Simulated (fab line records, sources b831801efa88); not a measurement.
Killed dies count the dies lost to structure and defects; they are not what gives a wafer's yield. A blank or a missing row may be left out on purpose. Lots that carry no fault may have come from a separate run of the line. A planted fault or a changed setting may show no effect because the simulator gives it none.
Which tool did it?    flow sky130    Sampling: 11 lots, 33 wafers, 3 of 708 route steps

WHAT EACH GAUGE READ, for each wafer
SKY_VIA2_THK_MEAS_01.
lot   measured      on             VIA2_HDPCVD_THK (nm)
L742  day 35 10:59  film metro-02  1149 1156 1153
L746  day 36 07:25  film metro-03  1156 1150 1160
L748  day 36 19:12  film metro-03  1167 1153 1159
L753  day 38 10:59  film metro-01  1143 1719 1159
L754  day 38 16:13  film metro-02  1165 1737 1157
L758  day 40 10:02  film metro-01  1150 1141 1156
L761  day 40 21:57  film metro-02  1133 1139 1138
L762  day 41 01:42  film metro-03  1149 1151 1161
L763  day 42 03:12  film metro-02  1156 1152 1158
L765  day 42 03:41  film metro-03  1141 1157 1139
L764  day 42 10:41  film metro-02  1143 1156 1147

EACH LOT AND THE TOOL THAT RAN IT (in order: tool; ch and the chambers of the sampled wafers; start)
lot   SKY_METAL2_STRIP_20                   SKY_VIA2_HDPCVD_00
L742  plasma asher-02 ch 0,1, day 35 10:16  hdpcvd-02 ch 0,1,2, day 35 10:54
L746  plasma asher-03 ch 0,1, day 36 06:41  hdpcvd-01 ch 0,1,2, day 36 07:17
L748  plasma asher-04 ch 0,1, day 36 18:29  hdpcvd-01 ch 0,1,2, day 36 19:03
L753  plasma asher-04 ch 0,1, day 38 10:16  hdpcvd-01 ch 0,2, day 38 10:52
L754  plasma asher-03 ch 0,1, day 38 15:29  hdpcvd-01 ch 0,1,2, day 38 16:04
L758  plasma asher-03 ch 0,1, day 40 09:20  hdpcvd-02 ch 0,1, day 40 09:55
L761  plasma asher-02 ch 0, day 40 20:52    hdpcvd-02 ch 1,2, day 40 21:49
L762  plasma asher-04 ch 0,1, day 41 00:23  hdpcvd-02 ch 1,2, day 41 01:34
L763  plasma asher-02 ch 0,1, day 42 02:27  hdpcvd-01 ch 1,2, day 42 03:04
L765  plasma asher-02 ch 0,1, day 42 02:56  hdpcvd-01 ch 1,2, day 42 03:34
L764  plasma asher-04 ch 0,1, day 42 09:56  hdpcvd-01 ch 0,2, day 42 10:32
- SKY_METAL2_STRIP_20: strips in O2/N2.
- SKY_VIA2_HDPCVD_00: deposits SiO2, target thk 1180 nm, time 192.2 s.

THE ANSWER, worked out from the rows above alone
Rule: what is usual is taken from the lots themselves. Put in order of their means at a reading, lots are off if they are a third of the lots or fewer, leave a main group of 4 or more, and stand apart from it by a gap of 3 or more times the standard deviation of the main group's means; of several such gaps the widest counts. A main group is skipped when, at the precision printed for the reading in the tables above, its means are all equal. A lot without any number at a reading at which 4 lots or more have one is off too. All remaining lots with rows at the step are treated as sound.
Off: at SKY_VIA2_THK_MEAS_01 (VIA2_HDPCVD_THK), L753, L754. Mean 1151 nm and standard deviation 6.4 in the main group.
A tool fits if, at a process step before that reading, it ran every lot that is off, and no sound lot after the first of them. Gauges at SKY_VIA2_THK_MEAS_01: tried the same way as those tools. Of those tried, none fits.

WHAT THE SIMULATOR PUT IN
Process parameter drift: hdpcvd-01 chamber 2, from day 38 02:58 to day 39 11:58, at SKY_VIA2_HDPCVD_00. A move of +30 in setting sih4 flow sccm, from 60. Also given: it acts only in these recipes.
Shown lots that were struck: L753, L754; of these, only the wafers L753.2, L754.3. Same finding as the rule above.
